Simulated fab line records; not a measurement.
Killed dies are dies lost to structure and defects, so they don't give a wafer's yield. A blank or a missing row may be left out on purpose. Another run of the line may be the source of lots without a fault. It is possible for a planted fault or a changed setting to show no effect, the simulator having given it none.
Struck lot and sound lot, side by side ; flow sky130 ; 16 out of 708 route steps
Sound: the wafers L503.1, L503.2, L503.4. Wafers struck: L515.3, L515.4, L515.6. The cause is given at the end.
Each step with rows lists, per side, the tool, then ch with its chambers, then its first start. Under that, the readings that differ: sound wafers ; struck wafers ; difference of the means ; sigmas: that difference in standard deviations of wafers without a fault.
alike: a reading whose means differ by less than 2 such deviations, as well as words and numbers matching on both sides. not compared: withheld readings; readings where some wafer has no value; bounds like >300 that might hide an equal value; numbers whose values overlap and for which the record gives no deviation.
Wherever a step has rows on one side only, a row that says differs or no value, or a row with sigmas, the two part there. Numbers that have no deviation but don't overlap get no sigmas and don't part them. A reading missing from all wafers of one side parts the sides only when that side holds two or more wafers.

first, 5 steps without rows for these wafers: SKY_POLY_GATE_COAT_08 (resist thk 450 nm); SKY_POLY_GATE_SOFTBAKE_09 (time 90 s); SKY_POLY_GATE_EXPOSE_10 (exposes mask P1M, target cd 150 nm); SKY_POLY_GATE_PEB_11; SKY_POLY_GATE_DEVELOP_12 (develop time 60 s).
SKY_POLY_GATE_CD_MEAS_13: target cd 150 nm.
  sound on cdSem-01 at day 17 11:40; struck on cdSem-02 at day 22 04:46
  alike: cdNm
SKY_POLY_GATE_OVL_MEAS_14:
  sound on overlay-01 at day 17 11:47; struck on overlay-01 at day 22 04:51
reading;sound;struck;difference;sigmas
POLY_GATE_OVL (nm);4 8 5;-10 -12 -16;-18;-3
SKY_POLY_GATE_ETCH_15: etches BARC in N2/H2, stops on SiO2, time 118.5 s, target depth 110 nm.
  sound on rieDiel-04 ch 0,1,2, day 17 11:49; struck on rieDiel-02 ch 1,3, day 22 04:52
  alike: drypumpMotorCurrentA, oesProductAu, throttleValvePct
  not compared: rfHoursCounterH
SKY_POLY_GATE_ETCH_16: etches Si3N4 in CH3F/O2, stops on poly-Si, time 147.5 s, target depth 75 nm.
  sound on rieDiel-04 ch 0,1,2, day 17 11:54; struck on rieDiel-02 ch 1,3, day 22 04:58
  alike: drypumpMotorCurrentA, oesProductAu, throttleValvePct
  not compared: rfHoursCounterH
SKY_POLY_GATE_ETCH_17: etches poly-Si in HBr/Cl2, stops on SiO2, target depth 180 nm, time 70.5 s.
  sound on rieSi-02 ch 0,1,2, day 17 12:00; struck on rieSi-02 ch 1,2,3, day 22 05:03
  alike: drypumpMotorCurrentA, oesProductAu, throttleValvePct
  not compared: rfHoursCounterH
SKY_POLY_GATE_STRIP_18: strips in O2/N2.
  sound on plasmaAsher-02 ch 0,1, day 17 12:04; struck on plasmaAsher-01 ch 0,1, day 22 05:08
  alike: drypumpMotorCurrentA, oesProductAu, stripTimeToEndpointS
  not compared: rfHoursCounterH
then, 1 step without rows for these wafers: SKY_POLY_GATE_CLEAN_19 (cleans in SC1/SC2, time 150 s).
SKY_POLY_GATE_OXIDATION_20: stabilise 600 s, purge 300 s, target thk 4 nm.
  sound on furnace-01 ch 0, day 17 13:28; struck on furnace-02 ch 0, day 22 05:51
reading;sound;struck;difference;sigmas
spikeTcBottomC (C);871 872 872;896 896 896;+24;+6
spikeTcCentreC (C);850.6 850.9 852.7;882.1 879.6 881.5;+29.7;+20
spikeTcLowerC (C);851.3 849.4 848.8;884.0 884.9 883.5;+34.3;+34
spikeTcTopC (C);864.6 864.7 863.0;896.3 895.6 894.0;+31.2;+26
spikeTcUpperC (C);851.1 850.5 852.0;882.9 882.2 883.1;+31.5;+32
zonePowerLowerPct (%);14.8 14.9 15.0;17.3 17.5 17.1;+2.4;+4
zonePowerTopPct (%);30.4 31.0 30.1;32.3 32.1 32.3;+1.7;+6
model.SiO2_of_POLY_GATE_OXIDATION_20.thkNm (nm);4.023 4.008 4.037;5.861 5.882 5.886;+1.854;
  alike: tube_center_temp_C_max
SKY_POLY_GATE_THK_MEAS_21:
  sound on filmMetro-01 at day 17 14:43; struck on filmMetro-03 at day 22 07:07
reading;sound;struck;difference;sigmas
POLY_GATE_OXIDATION_THK (nm);4.02 4.01 4.03;5.83 5.84 5.92;+1.84;+25
SKY_POLY_GATE_CD_MEAS_22:
  sound on cdSem-02 at day 17 14:46; struck on cdSem-01 at day 22 07:13
  alike: cdNm
-- here the record skips 28 days between the struck wafers' starts before and after, leaving off in module POLY_GATE and picking up in module PAD_OPEN (first step shown: number 708 of the route) --
SKY_PAD_OPEN_PROBE_99:
  sound on prober-02 at day 46 18:41; struck on prober-02 at day 49 20:11
reading;sound;struck;difference;sigmas
killed_at_M0_to_M3;56 55 49;36 43 43;-13;-2
model.etest.tipSonos.rsOhmSq;2627 2620 2646;3083 3048 3078;+439;
model.etest.tipP.rsOhmSq;6826 6811 6828;7203 7175 7145;+353;
model.etest.tipN.rsOhmSq;442.2 442.1 444.5;474.6 471.9 474.9;+30.9;
model.etest.resNdiff.lineOhmUm;748 748.7 758.1;795.4 777.9 759.2;+25.9;
model.etest.resPdiff.rsOhmSq;198.6 199.5 198.7;201.9 201.3 202;+2.8;
  alike: killed_at_M4_up, killedAtContacts, killedAtFrontEnd, killedAtOther, killedDies, killedOpen, killedShort
  not compared: model.etest.pfet_01v8.rOnOhmUm, model.etest.resPdiff.lineOhmUm, model.etest.pfet_01v8.driveUaUm

== WHERE THEY PART ==
Last at SKY_PAD_OPEN_PROBE_99 as far as this record goes, first at SKY_POLY_GATE_OVL_MEAS_14.

WHY: the cause the simulator had injected
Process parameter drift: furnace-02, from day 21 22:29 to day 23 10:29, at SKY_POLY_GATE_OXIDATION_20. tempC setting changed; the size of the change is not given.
